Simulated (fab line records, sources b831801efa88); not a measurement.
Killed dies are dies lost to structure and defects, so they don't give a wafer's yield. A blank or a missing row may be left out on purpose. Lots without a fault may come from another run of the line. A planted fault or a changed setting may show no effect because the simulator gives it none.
Split-lot experiment | flow sky130 | 5 lots, 18 wafers read, on a route of 708 steps

THE SPLIT
At SKY_VIA1_CMP_02 (polishes SiO2), the setting leave_above_ref_nm was moved away from the recipe's 345 nm on 8 of the 18 wafers read, by -7.1% to +4.2%. The other wafers ran this setting at the recipe's value.

The reading is taken at the split's own step.

THE READING
SiO2_of_VIA1_HDPCVD_00.thk_nm (the simulator's own value, which no gauge read), in nm, at SKY_VIA1_CMP_02 (polishes SiO2). The file gives no usual value for it. The 10 wafers here that ran the recipe average 345.1 nm, standard deviation 1.1 nm.

wafer  | tool, chamber at the split | leave_above_ref_nm as run, nm | against the recipe | SiO2_of_VIA1_HDPCVD_00.thk_nm, nm | against lot-mates on the recipe
L074.3 | cmp-01, 3                  | 325                           | -5.8%              | 323.9                             | -20.4
L074.1 | cmp-01, 0                  | 345                           | recipe             | 343.6                             | -
L074.4 | cmp-01, 1                  | 345                           | recipe             | 344.9                             | -
L079.4 | cmp-01, 0                  | 345                           | recipe             | 344.1                             | -
L079.6 | cmp-01, 2                  | 345                           | recipe             | 347                               | -
L079.5 | cmp-01, 3                  | 345                           | recipe             | 345.5                             | -
L082.2 | cmp-02, 3                  | 359.5                         | +4.2%              | 361.4                             | +17.0
L082.1 | cmp-02, 1                  | 359.5                         | +4.2%              | 360.7                             | +16.3
L082.4 | cmp-02, 2                  | 345                           | recipe             | 345.5                             | -
L082.5 | cmp-02, 3                  | 359.5                         | +4.2%              | 360.3                             | +15.9
L082.6 | cmp-02, 0                  | 345                           | recipe             | 343.3                             | -
L083.1 | cmp-01, 3                  | 345                           | recipe             | 345.5                             | -
L083.5 | cmp-01, 3                  | 358                           | +3.8%              | 358.7                             | +13.2
L084.3 | cmp-02, 3                  | 345                           | recipe             | 346.4                             | -
L084.1 | cmp-02, 1                  | 345                           | recipe             | 345.3                             | -
L084.2 | cmp-02, 2,0                | 320.6                         | -7.1%              | 320.4                             | -25.5
L084.6 | cmp-02, 2,0                | 320.6                         | -7.1%              | 320.4                             | -25.5
L084.5 | cmp-02, 3                  | 320.6                         | -7.1%              | 321.4                             | -24.5
Where a row lists several chambers, the file gives one row for several wafers and doesn't say which wafer went through which chamber.

THE FIT
A straight line over all 18 wafers: SiO2_of_VIA1_HDPCVD_00.thk_nm changes by +3.55 nm for each +1% of leave_above_ref_nm; r = +1.00; the points scatter about the line by 1 nm.
The same after taking each lot's own level away (the mean of its wafers on the recipe; 18 wafers): +3.63 nm for each +1%; r = +1.00; scatter 0.91 nm.
On that fit, the largest move of leave_above_ref_nm shifts the reading by 26 nm.
The lots' own levels span 344.25 to 345.85 nm, that is 1.4 times the standard deviation above.
So the lot-to-lot level changes the slope little: the two slopes agree.
Check: with one of the wafers moved furthest among these (-7.1%) left out of the fit, the line predicts -25.4 nm for it against its lot-mates. It came out at -25.5 nm against them.

OTHER SPLITS ON THESE WAFERS
These wafers also went through other splits before the reading. Each is held against what the fit with the lots' levels taken away leaves over:
other split on the same wafers               | wafers away from the commonest value | r with SiO2_of_VIA1_HDPCVD_00.thk_nm (lot level and that fit taken away)
SKY_LI_CONTACT_CVD_21 temp_c                 | 4                                    | -0.10
SKY_LOCAL_INTERCONNECT_EXPOSE_08 dose_mj     | 5                                    | +0.06
SKY_LOCAL_INTERCONNECT_ETCH_13 ion_energy_ev | 7                                    | +0.19
SKY_CONTACT_CVD_24 pressure_torr             | 12                                   | -0.06
SKY_METAL1_COAT_10 resist_thk_nm             | 7                                    | -0.03
SKY_METAL1_DEVELOP_14 dev_temp_c             | 7                                    | -0.09

THE FILE'S OWN FIT
SiO2_of_VIA1_HDPCVD_00.thk_nm changes by +3.6 nm for each +1% of leave_above_ref_nm, r = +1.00.
